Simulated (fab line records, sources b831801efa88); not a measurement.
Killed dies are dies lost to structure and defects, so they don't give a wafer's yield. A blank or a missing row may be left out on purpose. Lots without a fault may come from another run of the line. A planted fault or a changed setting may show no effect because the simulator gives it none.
Chamber matching | flow gf180mcu | GF_STI_ETCH_13 on rie_diel-04: 4 sister chambers
The step etches the open film in CHF3/O2, stops on Si, target depth 282.31 nm, time 112.9 s. 4 wafers are shown with their chamber, then 7 later ones without.

WAFERS WITH THEIR CHAMBER
wafer  | chamber | drypump_motor_current_A (A)
L121.4 | 2       | 6.0
L126.6 | 0       | 5.9
L131.3 | 3       | 6.2
L131.5 | 1       | 6.2

WAFERS WITHOUT THEIR CHAMBER
wafer  | drypump_motor_current_A (A)
L131.6 | 5.9
L136.1 | 6.3
L136.4 | 6.2
L136.5 | 6.0
L137.1 | 6.2
L137.4 | 6.3
L137.6 | 6.2

WHICH CHAMBER EACH WENT THROUGH
wafer  | from the rows above     | in truth
L131.6 | can't be placed: 0 or 2 | 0
L136.1 | can't be placed: 1 or 3 | 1
L136.4 | can't be placed: 1 or 3 | 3
L136.5 | can't be placed: 2 or 0 | 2
L137.1 | can't be placed: 1 or 3 | 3
L137.4 | can't be placed: 1 or 3 | 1
L137.6 | can't be placed: 1 or 3 | 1
Placed correctly: 0 of 7. Can't be placed from these rows: 7 (the true chamber is among the candidates in 7). Placed wrongly: 0.
How it was worked out, from the rows above alone: a wafer's distance from a chamber is the root of the sum, over the readings, of the square of ((its reading less the chamber's mean) divided by the reading's scatter). The wafer belongs to the nearest chamber; if the next one is less than 2 further off, it can't be placed. A chamber's mean is the mean of its shown wafers. The scatter: with one shown wafer a chamber, the root of the mean of the squares of how far each hidden wafer lies from its nearest shown one.
